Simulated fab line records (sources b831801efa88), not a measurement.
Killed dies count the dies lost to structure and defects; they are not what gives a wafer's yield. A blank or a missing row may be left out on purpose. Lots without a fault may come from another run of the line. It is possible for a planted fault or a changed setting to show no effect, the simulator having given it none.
Check of tool commonality / flow sfqLine / 14 lots, 42 wafers sampled

== WHY IT WAS OPENED ==
Of 14 lots, 2 have the reading M7_NB_RS flagged at SFQ_M7_RS_MEAS_943. Fault-free wafers read 0.890 ohm/sq, with a standard deviation of 0.0071.
Rule: a lot is flagged when every wafer of it that has a number lies more than 4 standard deviations from that mean, or none has a number. The other lots count as sound.

lot=L189; measured=day 70 06:52; on=filmMetro-04; M7_NB_RS (ohm/sq), wafer by wafer=0.875 0.889 0.884; flag=
lot=L190; measured=day 70 19:16; on=filmMetro-04; M7_NB_RS (ohm/sq), wafer by wafer=0.437 0.438 0.440; flag=FLAGGED
lot=L191; measured=day 71 03:25; on=filmMetro-02; M7_NB_RS (ohm/sq), wafer by wafer=0.886 0.882 0.880; flag=
lot=L193; measured=day 71 09:38; on=filmMetro-01; M7_NB_RS (ohm/sq), wafer by wafer=0.897 0.897 0.896; flag=
lot=L199; measured=day 73 12:57; on=filmMetro-01; M7_NB_RS (ohm/sq), wafer by wafer=0.440 0.440 0.443; flag=FLAGGED
lot=L201; measured=day 74 03:14; on=filmMetro-02; M7_NB_RS (ohm/sq), wafer by wafer=0.883 0.877 0.886; flag=
lot=L202; measured=day 74 06:38; on=filmMetro-04; M7_NB_RS (ohm/sq), wafer by wafer=0.899 0.899 0.907; flag=
lot=L203; measured=day 74 11:28; on=filmMetro-01; M7_NB_RS (ohm/sq), wafer by wafer=0.900 0.899 0.886; flag=
lot=L204; measured=day 75 15:40; on=filmMetro-01; M7_NB_RS (ohm/sq), wafer by wafer=0.895 0.893 0.892; flag=
lot=L205; measured=day 75 23:01; on=filmMetro-04; M7_NB_RS (ohm/sq), wafer by wafer=0.896 0.888 0.890; flag=
lot=L207; measured=day 77 14:45; on=filmMetro-02; M7_NB_RS (ohm/sq), wafer by wafer=0.900 0.893 0.891; flag=
lot=L208; measured=day 77 17:05; on=filmMetro-01; M7_NB_RS (ohm/sq), wafer by wafer=0.888 0.883 0.893; flag=
lot=L209; measured=day 77 19:31; on=filmMetro-02; M7_NB_RS (ohm/sq), wafer by wafer=0.891 0.891 0.893; flag=
lot=L211; measured=day 78 02:43; on=filmMetro-01; M7_NB_RS (ohm/sq), wafer by wafer=0.889 0.892 0.899; flag=
Average over the flagged lots: 0.440 ohm/sq; offset from the usual -0.450 ohm/sq, equal to -63 standard deviations.

== EACH LOT AND THE TOOL IT RAN ON ==
The record holds 2 process steps before the reading, out of a route of 325 steps. Cell contents, in order: the tool; ch with the chambers the sampled wafers went through; the start.
lot=L189; flag=; SFQ_TRILAYER_M6_ETCH_METAL_ETCH_162=rieMetal-03 ch 0,1, day 65 03:41; SFQ_TRILAYER_M7_DEP_SPUTTER_175=pvdSputter-04, day 70 06:47
lot=L190; flag=FLAGGED; SFQ_TRILAYER_M6_ETCH_METAL_ETCH_162=rieMetal-01 ch 0,1, day 65 19:17; SFQ_TRILAYER_M7_DEP_SPUTTER_175=pvdSputter-05, day 70 18:55
lot=L191; flag=; SFQ_TRILAYER_M6_ETCH_METAL_ETCH_162=rieMetal-04 ch 0,1, day 66 06:05; SFQ_TRILAYER_M7_DEP_SPUTTER_175=pvdSputter-04, day 71 03:19
lot=L193; flag=; SFQ_TRILAYER_M6_ETCH_METAL_ETCH_162=rieMetal-01 ch 0,1, day 66 15:41; SFQ_TRILAYER_M7_DEP_SPUTTER_175=pvdSputter-04, day 71 09:31
lot=L199; flag=FLAGGED; SFQ_TRILAYER_M6_ETCH_METAL_ETCH_162=rieMetal-03 ch 0,1, day 69 05:56; SFQ_TRILAYER_M7_DEP_SPUTTER_175=pvdSputter-06, day 73 12:32
lot=L201; flag=; SFQ_TRILAYER_M6_ETCH_METAL_ETCH_162=rieMetal-03 ch 0,1, day 70 02:17; SFQ_TRILAYER_M7_DEP_SPUTTER_175=pvdSputter-04, day 74 03:09
lot=L202; flag=; SFQ_TRILAYER_M6_ETCH_METAL_ETCH_162=rieMetal-01 ch 0,1, day 70 07:07; SFQ_TRILAYER_M7_DEP_SPUTTER_175=pvdSputter-06, day 74 06:32
lot=L203; flag=; SFQ_TRILAYER_M6_ETCH_METAL_ETCH_162=rieMetal-03 ch 0,1, day 70 11:56; SFQ_TRILAYER_M7_DEP_SPUTTER_175=pvdSputter-06, day 74 11:20
lot=L204; flag=; SFQ_TRILAYER_M6_ETCH_METAL_ETCH_162=rieMetal-03 ch 0,1, day 71 14:25; SFQ_TRILAYER_M7_DEP_SPUTTER_175=pvdSputter-04, day 75 15:35
lot=L205; flag=; SFQ_TRILAYER_M6_ETCH_METAL_ETCH_162=rieMetal-03 ch 0,1, day 71 16:49; SFQ_TRILAYER_M7_DEP_SPUTTER_175=pvdSputter-05, day 75 22:54
lot=L207; flag=; SFQ_TRILAYER_M6_ETCH_METAL_ETCH_162=rieMetal-03 ch 0,1, day 73 12:23; SFQ_TRILAYER_M7_DEP_SPUTTER_175=pvdSputter-06, day 77 14:36
lot=L208; flag=; SFQ_TRILAYER_M6_ETCH_METAL_ETCH_162=rieMetal-04 ch 0,1, day 73 14:44; SFQ_TRILAYER_M7_DEP_SPUTTER_175=pvdSputter-04, day 77 17:00
lot=L209; flag=; SFQ_TRILAYER_M6_ETCH_METAL_ETCH_162=rieMetal-01 ch 0,1, day 73 16:17; SFQ_TRILAYER_M7_DEP_SPUTTER_175=pvdSputter-05, day 77 19:24
lot=L211; flag=; SFQ_TRILAYER_M6_ETCH_METAL_ETCH_162=rieMetal-01 ch 1, day 74 00:40; SFQ_TRILAYER_M7_DEP_SPUTTER_175=pvdSputter-05, day 78 02:37
These steps, and what they do:
- SFQ_TRILAYER_M6_ETCH_METAL_ETCH_162: etches Nb in Cl2/Ar, stops on SiO2, target depth 240 nm, time 120 s.
- SFQ_TRILAYER_M7_DEP_SPUTTER_175: material Nb, target thk 200 nm, time 133.3 s.
- SFQ_M7_RS_MEAS_943: measures by four-point-probe.

== FLAGGED OVER TOTAL, TOOL BY TOOL (the gauges that took the reading come last) ==
step=SFQ_TRILAYER_M6_ETCH_METAL_ETCH_162; tool=rieMetal-01; lots run=5; flagged=1; share of the flagged lots=some; sound lots run after its first flagged lot=4 (L193,L202,L209,L211)
step=SFQ_TRILAYER_M6_ETCH_METAL_ETCH_162; tool=rieMetal-03; lots run=7; flagged=1; share of the flagged lots=some; sound lots run after its first flagged lot=5 (L201,L203,L204,L205,L207)
step=SFQ_TRILAYER_M6_ETCH_METAL_ETCH_162; tool=rieMetal-04; lots run=2; flagged=0; share of the flagged lots=none; sound lots run after its first flagged lot=-
step=SFQ_TRILAYER_M7_DEP_SPUTTER_175; tool=pvdSputter-04; lots run=6; flagged=0; share of the flagged lots=none; sound lots run after its first flagged lot=-
step=SFQ_TRILAYER_M7_DEP_SPUTTER_175; tool=pvdSputter-05; lots run=4; flagged=1; share of the flagged lots=some; sound lots run after its first flagged lot=3 (L205,L209,L211)
step=SFQ_TRILAYER_M7_DEP_SPUTTER_175; tool=pvdSputter-06; lots run=4; flagged=1; share of the flagged lots=some; sound lots run after its first flagged lot=3 (L202,L203,L207)
step=SFQ_M7_RS_MEAS_943; tool=filmMetro-01; lots run=6; flagged=1; share of the flagged lots=some; sound lots run after its first flagged lot=4 (L203,L204,L208,L211)
step=SFQ_M7_RS_MEAS_943; tool=filmMetro-02; lots run=4; flagged=0; share of the flagged lots=none; sound lots run after its first flagged lot=-
step=SFQ_M7_RS_MEAS_943; tool=filmMetro-04; lots run=4; flagged=1; share of the flagged lots=some; sound lots run after its first flagged lot=2 (L202,L205)

== WHAT THE TABLE ALLOWS ==
No row of the table ran every flagged lot.

== WHAT THE SIMULATOR HAD PUT IN ==
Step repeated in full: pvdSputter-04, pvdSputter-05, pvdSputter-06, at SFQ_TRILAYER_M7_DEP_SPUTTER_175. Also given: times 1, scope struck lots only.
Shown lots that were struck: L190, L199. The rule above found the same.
